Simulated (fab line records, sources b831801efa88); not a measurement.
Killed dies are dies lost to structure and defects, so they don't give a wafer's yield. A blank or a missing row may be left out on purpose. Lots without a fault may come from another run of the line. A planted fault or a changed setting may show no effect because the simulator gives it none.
A struck lot beside a sound one | flow gf180mcu | 30 steps out of a route of 602
Sound: wafers L536.1, L536.2, L536.3. Struck: wafer L545.2. (L545.5, L545.6 of the same lot were not struck and are left out.) The cause comes at the end.
At each step with rows: each side's tool, then ch and its chambers, then its first start. Under that, the readings that differ: sound wafers | struck wafers | difference of the means | sigmas: that difference in standard deviations of wafers without a fault.
alike: readings whose means differ by less than 2 such deviations, and words and numbers that are the same on both sides. not compared: withheld readings, readings that some wafer has no value for, bounds like >300 that may hide the same value, and numbers for which the record gives no deviation and whose values overlap.
The two part at a step that has a row with sigmas, a row that says differs or no value, or rows on one side only. Numbers that don't overlap but have no deviation are shown without sigmas and don't part them. A reading that every wafer of one side lacks parts them only if that side has two wafers or more.

first, 3 steps without rows for these wafers: GF_PSD_EXPOSE_04 (exposes mask Pplus, target cd 400 nm); GF_PSD_PEB_05; GF_PSD_DEVELOP_06 (develop time 60 s).
GF_PSD_CD_MEAS_07: target cd 400 nm.
  sound on cd_sem-01, day 14 06:01; struck on cd_sem-02, day 17 10:19
  alike: cd_nm
GF_PSD_OVL_MEAS_08:
  sound on overlay-02, day 14 06:08; struck on overlay-01, day 17 10:25
  alike: PSD_OVL
then, 1 step without rows for these wafers: GF_PSD_IMPLANT_09.
GF_PSD_STRIP_10: strips in O2/N2.
  sound on plasma_asher-04 ch 0,1, day 14 06:19; struck on plasma_asher-02 ch 0, day 17 10:36
  alike: drypump_motor_current_A, heater_power_w, oes_product_au, strip_time_to_endpoint_s
  not compared: rf_hours_counter_h
GF_PSD_TW_MEAS_11:
  sound on film_metro-03, day 14 06:25; struck on film_metro-03, day 17 10:43
  alike: PSD_TW
then, 1 step without rows for these wafers: GF_PSD_CLEAN_12 (cleans in SC1/SC2, time 150 s).
GF_PSD_RTA_13: time 20 s.
  sound on rtp_anneal-02 ch 0, day 14 06:31; struck on rtp_anneal-02 ch 0, day 17 10:49
  alike: lamp_power_pct, wafer_temp_C_max
GF_PSD_RS_MEAS_14: measures by four-point-probe.
  sound on film_metro-03, day 14 06:37; struck on film_metro-01, day 17 10:55
  alike: NSD_RS
GF_PSD_RS_MEAS_15: measures by four-point-probe.
  sound on film_metro-03, day 14 06:44; struck on film_metro-01, day 17 11:02
  alike: PSD_RS
GF_SAB_CVD_00: deposits SiO2 from TEOS, target thk 50 nm, time 4.9302 s.
  sound on pecvd-02 ch 0,1,2, day 14 06:51; struck on pecvd-02 ch 0, day 17 11:08
  reading                              | sound            | struck | difference | sigmas
  model.SiO2_of_SAB_CVD_00.thk_nm (nm) | 50.1 49.59 51.09 | 44.99  | -5.27      |
  alike: heater_power_w
GF_SAB_THK_MEAS_01:
  sound on film_metro-01, day 14 06:52; struck on film_metro-02, day 17 11:10
  reading             | sound          | struck | difference | sigmas
  SAB_CVD_00_THK (nm) | 50.1 49.6 51.1 | 45.0   | -5.3       | -7
then, 7 steps without rows for these wafers: GF_SAB_DEHYDRATE_02 (time 60 s); GF_SAB_HMDS_03 (prime time 60 s); GF_SAB_COAT_04 (resist thk 1000 nm); GF_SAB_SOFTBAKE_05 (time 60 s); GF_SAB_EXPOSE_06 (exposes mask SAB, target cd 420 nm); GF_SAB_PEB_07; GF_SAB_DEVELOP_08 (develop time 60 s).
GF_SAB_CD_MEAS_09: target cd 420 nm.
  sound on cd_sem-02, day 15 03:49; struck on cd_sem-02, day 18 10:50
  alike: cd_nm
GF_SAB_OVL_MEAS_10:
  sound on overlay-02, day 15 03:56; struck on overlay-02, day 18 10:56
  reading      | sound       | struck | difference | sigmas
  SAB_OVL (nm) | 3.3 2.4 3.2 | -0.6   | -3.6       | -3
GF_SAB_ETCH_11: etches SiO2 in C4F8/O2/Ar, target depth 55 nm, time 8.5 s.
  sound on rie_diel-04 ch 0,2,3, day 15 03:59; struck on rie_diel-04 ch 2, day 18 10:58
  alike: oes_product_au
  not compared: rf_hours_counter_h
then, 1 step without rows for these wafers: GF_SAB_WET_ETCH_12 (etches SiO2 in dHF, target depth 22 nm, time 440 s).
GF_SAB_STRIP_13: strips in O2/N2.
  sound on plasma_asher-03 ch 0,1, day 15 04:08; struck on plasma_asher-03 ch 1, day 18 11:08
  reading                      | sound                | struck | difference | sigmas
  strip_time_to_endpoint_s (s) | 12.599 12.573 12.601 | 12.653 | +0.062     | +2
  alike: drypump_motor_current_A, heater_power_w, oes_product_au
  not compared: rf_hours_counter_h
then, 1 step without rows for these wafers: GF_SALICIDE_CLEAN_00 (cleans in SC1/SC2, time 150 s).
GF_SALICIDE_WET_ETCH_01: etches SiO2 in dHF, target depth 5 nm, time 100 s.
  sound on wet_bench-01 ch 2, day 15 04:17; struck on wet_bench-03 ch 3, day 18 11:17
  reading                              | sound             | struck | difference | sigmas
  model.SiO2_of_SAB_CVD_00.thk_nm (nm) | 39.62 39.13 40.57 | 34.33  | -5.44      |
GF_SALICIDE_SPUTTER_02: material Co, target thk 10 nm, time 20 s.
  sound on pvd_sputter-02, day 15 04:20; struck on pvd_sputter-01, day 18 11:20
  alike: throttle_valve_pct
-- the record jumps here: 13 days lie between the struck wafers' starts before and after (it left off in module SALICIDE and takes up again in module PASSIVATION, whose first step shown is number 602 of the route) --
GF_PASSIVATION_PROBE_99:
  the record has rows for the struck wafers here (prober-01, day 31 18:53) and none for the sound ones

WHERE THEY PART
First at GF_SAB_THK_MEAS_01; last, within this record, at GF_PASSIVATION_PROBE_99.

WHY: what the simulator had put in
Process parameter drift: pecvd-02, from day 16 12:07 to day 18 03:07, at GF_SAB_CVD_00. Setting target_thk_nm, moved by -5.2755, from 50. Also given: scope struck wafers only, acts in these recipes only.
